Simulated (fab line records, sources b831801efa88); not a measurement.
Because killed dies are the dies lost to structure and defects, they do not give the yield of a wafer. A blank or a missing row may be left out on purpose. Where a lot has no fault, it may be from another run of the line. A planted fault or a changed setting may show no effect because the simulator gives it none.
2 desks looking at one fault :: flow gf180mcu :: each desk has only its own numbers; what lay behind them comes last

## AT THE TOOL OWNER'S DESK: wetBench-02
The tool's own readings at GF_STI_WET_ETCH_17 (etches Si3N4 in H3PO4, target depth 45 nm, time 514 s): means of the sampled wafers that have a number, for each lot that ran on this tool. The brackets show how far a lot's mean lies from the usual mean; more than 4 standard deviations puts the lot out of limits, marked OUT.
Columns: A = runLengthS at GF_STI_WET_ETCH_17, usual 540.0 s; B = tempC at GF_STI_WET_ETCH_17, usual 160.03 C
lot: L957
first seen here: day 2 01:45
A: 540.3
B: 160.07

lot: L963
first seen here: day 3 08:36
A: 540.2
B: 159.73

lot: L964
first seen here: day 3 14:03
A: 537.7
B: 160.00

lot: L967
first seen here: day 4 05:45
A: 539.6
B: 159.82

lot: L972
first seen here: day 5 07:27
A: 827.5 (+99 or more) OUT
B: 159.93

lot: L973
first seen here: day 5 12:33
A: 829.0 (+99 or more) OUT
B: 160.02

lot: L977
first seen here: day 6 08:51
A: 827.7 (+99 or more) OUT
B: 160.20
This desk finds L972, L973, L977 out of limits, L972 being first, at day 5 07:27 (runLengthS at GF_STI_WET_ETCH_17). L957, L963, L964, L967: within limits.

## THE METROLOGY DESK
Lot by lot, what the gauges showed, no matter which tool ran the lot: averages of those sampled wafers that carry a number. The brackets show how far a lot's mean lies from the usual mean; more than 4 standard deviations puts the lot out of limits, marked OUT.
Columns: A = VT_IMPLANT_4_TW at GF_VT_IMPLANT_TW_MEAS_43, usual 695; B = V1_W_THK at GF_V1_THK_MEAS_25, usual 351 nm
lot: L957
first seen here: day 7 12:48
A: 694
B: 357

lot: L959
first seen here: day 8 03:41
A: 699
B: 346

lot: L961
first seen here: day 8 16:55
A: 703
B: 349

lot: L963
first seen here: day 9 05:29
A: 689
B: 352

lot: L964
first seen here: day 9 11:33
A: 686
B: 358

lot: L966
first seen here: day 10 00:06
A: 700
B: 348

lot: L967
first seen here: day 10 11:45
A: 701
B: 352

lot: L968
first seen here: day 10 14:30
A: 699
B: 360

lot: L969
first seen here: day 11 01:29
A: 701
B: 361

lot: L972
first seen here: day 11 20:14
A: 692
B: 351

lot: L973
first seen here: day 12 04:10
A: 703
B: 345

lot: L977
first seen here: day 13 04:17
A: 699
B: 351

lot: L978
first seen here: day 13 10:02
A: 683
B: 348

lot: L979
first seen here: day 13 20:02
A: 686
B: 358

lot: L980
first seen here: day 14 01:07
A: 692
B: 352
This desk's verdict: no lot among the 15 shows anything out of limits.

## BROUGHT TOGETHER
The tool owner's desk had the chance to raise an alarm at day 5 07:27 on L972, L973, L977.
From the metrology desk's view, nothing was out of limits.
The metrology desk holds a record of L972, L973, L977, inside its limits.
Every lot named ran GF_STI_WET_ETCH_17 on wetBench-02.

## WHAT HAD BEEN PUT IN BY THE SIMULATOR
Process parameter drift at GF_STI_WET_ETCH_17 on wetBench-02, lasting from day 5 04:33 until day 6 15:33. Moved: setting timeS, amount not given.
Shown lots that were struck: L972, L973, L977.
Delay in hours, fault start to first out-of-limits reading, by desk: the tool owner's desk at 3.
